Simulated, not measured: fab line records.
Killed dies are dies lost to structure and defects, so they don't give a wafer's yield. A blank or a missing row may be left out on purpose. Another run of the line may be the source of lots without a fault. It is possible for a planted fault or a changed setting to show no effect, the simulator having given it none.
Comparing a struck lot with a sound one :: flow sky130 :: 16 out of 708 route steps
Sound: the wafers L268.1, L268.4, L268.5. The struck wafers were L271.1, L271.4, L271.6. Last of all comes the cause.
At each step with rows: each side's tool, then ch and its chambers, then its first start. Under that, the readings that differ: sound wafers :: struck wafers :: difference of the means :: sigmas: that difference in standard deviations of wafers without a fault.
alike: same words and numbers on both sides, and readings whose means sit less than 2 such deviations apart. not compared: any withheld reading, any reading some wafer has no value for, any bound like >300 that may hide the same value, and any number with overlapping values for which the record gives no deviation.
Wherever a step has rows on one side only, a row that says differs or no value, or a row with sigmas, the two part there. When numbers do not overlap yet have no deviation, they are printed without sigmas and do not part them. A reading that every wafer of one side lacks parts them only if that side has two wafers or more.

first, 4 steps without rows for these wafers: SKY_FIELD_ISO_WET_ETCH_29 (etches Si3N4 in H3PO4, target depth 160 nm, time 1825 s); SKY_FIELD_ISO_WET_ETCH_30 (etches SiO2 in dHF, target depth 25 nm, time 50 s); SKY_NWELL_CLEAN_00 (cleans in SC1/SC2, time 150 s); SKY_NWELL_OXIDATION_01 (stabilise 600 s, purge 300 s, target thk 10 nm).
SKY_NWELL_THK_MEAS_02:
  struck on filmMetro-04, day 3 15:56; sound on filmMetro-03, day 2 23:30
  alike: NWELL_OXIDATION_THK
then, 7 steps without rows for these wafers: SKY_DNWELL_DEHYDRATE_00 (time 60 s); SKY_DNWELL_HMDS_01 (prime time 60 s); SKY_DNWELL_COAT_02 (resist thk 3000 nm); SKY_DNWELL_SOFTBAKE_03; SKY_DNWELL_EXPOSE_04 (exposes mask DNM, target cd 3000 nm); SKY_DNWELL_PEB_05; SKY_DNWELL_DEVELOP_06 (develop time 60 s).
SKY_DNWELL_IMPLANT_07:
  sound on implanter-04 ch 0, day 3 15:26; struck on implanter-04 ch 0, day 4 07:59
  not compared: implantIonAmu
SKY_DNWELL_STRIP_08: strips in O2/N2.
  sound on plasmaAsher-02 ch 1, day 3 15:35; struck on plasmaAsher-01 ch 0,1, day 4 08:08
  alike: chamberPressureMTorr, drypumpMotorCurrentA, o2FlowSccm, oesProductAu, stripTimeToEndpointS
  not compared: rfHoursCounterH
SKY_DNWELL_TW_MEAS_09:
  struck on filmMetro-04, day 4 08:14; sound on filmMetro-03, day 3 15:41
reading: DNWELL_TW
sound: 1108 1112 1113
struck: 371 373 374
difference: -738
sigmas: -43
then, 1 step without rows for these wafers: SKY_PWDE_DEHYDRATE_00 (time 60 s).

## WHERE THEY PART
Only at SKY_DNWELL_TW_MEAS_09, within this record.

WHY: the cause the simulator had injected
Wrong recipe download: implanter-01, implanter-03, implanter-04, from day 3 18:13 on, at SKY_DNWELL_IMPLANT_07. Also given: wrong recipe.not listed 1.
